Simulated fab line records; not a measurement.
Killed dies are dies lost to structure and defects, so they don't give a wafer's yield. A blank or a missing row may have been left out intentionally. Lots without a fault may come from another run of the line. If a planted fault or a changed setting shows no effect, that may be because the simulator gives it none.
A struck lot beside a sound one | flow sky130 | 16 out of 708 route steps
Sound: these wafers, L698.1, L698.4, L698.5. Struck: wafers L706.2, L706.3, L706.5. The cause comes at the end.
For every step that has rows: the tool of each side, followed by ch and its chambers, followed by its first start. Under that, the readings that differ: sound wafers | struck wafers | difference of the means | sigmas: that difference in standard deviations of wafers without a fault.
alike: same words and numbers on both sides, and readings whose means sit less than 2 such deviations apart. not compared: any withheld reading, any reading some wafer has no value for, any bound like >300 that may hide the same value, and any number with overlapping values for which the record gives no deviation.
A row with sigmas, a row that says differs or no value, or rows on one side alone: a step with any of these is where the two part. Numbers that don't overlap but have no deviation are shown without sigmas and don't part them. A reading missing from all wafers of one side parts the sides only when that side holds two or more wafers.

first, 3 steps without rows for these wafers: SKY_METAL1_EXPOSE_12 (exposes mask MM1, target cd 140 nm); SKY_METAL1_PEB_13; SKY_METAL1_DEVELOP_14 (develop time 60 s).
SKY_METAL1_CD_MEAS_15: the cd target is 140 nm.
  struck on cd sem-02, day 36 19:01; sound on cd sem-01, day 34 05:32
  alike: cd nm
SKY_METAL1_OVL_MEAS_16:
  struck on overlay-01, day 36 19:07; sound on overlay-02, day 34 05:40
  alike: METAL1_OVL
SKY_METAL1_DESCUM_17: chemistry O2, time 8 s.
  sound on rie metal-02 ch 0,1, day 34 05:41; struck on rie metal-03 ch 0,1, day 36 19:08
  alike: drypump motor current A, oes product au
  not compared: rf hours counter h
SKY_METAL1_ETCH_18: etches BARC in N2/H2, stops on SiO2, time 45.9 s, target depth 60 nm.
  sound on rie metal-02 ch 0,1, day 34 05:43; struck on rie metal-03 ch 0,1, day 36 19:11
  alike: drypump motor current A, n2 flow sccm, oes product au, throttle valve pct
  not compared: rf hours counter h
SKY_METAL1_METAL_ETCH_19: etches the open film in Cl2/BCl3, stops on SiO2, target depth 360 nm, time 78 s.
  sound on rie metal-02 ch 0,1, day 34 05:47; struck on rie metal-03 ch 0,1, day 36 19:14
  alike: drypump motor current A, oes product au, throttle valve pct
  not compared: rf hours counter h
SKY_METAL1_STRIP_20: strips in O2/N2.
  sound on plasma asher-02 ch 0,1, day 34 05:53; struck on plasma asher-03 ch 0, day 36 19:20
  alike: drypump motor current A, n2 flow sccm, oes product au, strip time to endpoint s
  not compared: rf hours counter h
then, 3 steps without rows for these wafers: SKY_METAL1_STRIP_21 (strips in post etch residue remover, time 1200 s); SKY_METAL1_CLEAN_22 (cleans in IPA, time 180 s); SKY_METAL1_CLEAN_23 (cleans in O3/DIW).
SKY_VIA1_HDPCVD_00: deposits SiO2, target thk 1030 nm, time 171.7 s.
  sound on hdpcvd-02 ch 0,1,2, day 34 06:31; struck on hdpcvd-01 ch 0,2, day 36 20:13
SKY_VIA1_THK_MEAS_01:
  struck on film metro-02, day 36 20:20; sound on film metro-04, day 34 06:37
  reading              | sound          | struck         | difference | sigmas
  VIA1_HDPCVD_THK (nm) | 1043 1060 1042 | 2053 2079 2066 | +1018      | +99 or more
SKY_VIA1_CMP_02: polishes SiO2.
  sound on cmp-01 ch 0,3, day 34 06:44; struck on cmp-02 ch 2,3, day 36 20:23
  alike: head pressure psi, motor current A
-- the record jumps here: 12 days lie between the struck wafers' starts before and after (it left off in module VIA1 and takes up again in module PAD_OPEN, whose first step shown is number 708 of the route) --
SKY_PAD_OPEN_PROBE_99:
  struck on prober-02, day 49 07:23; sound on prober-02, day 47 08:14
  alike: defect limited yield, killed_at_M0_to_M3, killed_at_M4_up, killed at contacts, killed at front end, killed at other, killed dies, killed open, killed short, sort_bin_3_pad_short, sort_bin_5_function, sort_bin_6_memory, sort n pass, sort yield pct

## WHERE THEY PART
SKY_VIA1_THK_MEAS_01 only, going by this record. Later steps at which nothing parts them and some readings are alike: SKY_VIA1_CMP_02, SKY_PAD_OPEN_PROBE_99.

WHY: what had been put in by the simulator
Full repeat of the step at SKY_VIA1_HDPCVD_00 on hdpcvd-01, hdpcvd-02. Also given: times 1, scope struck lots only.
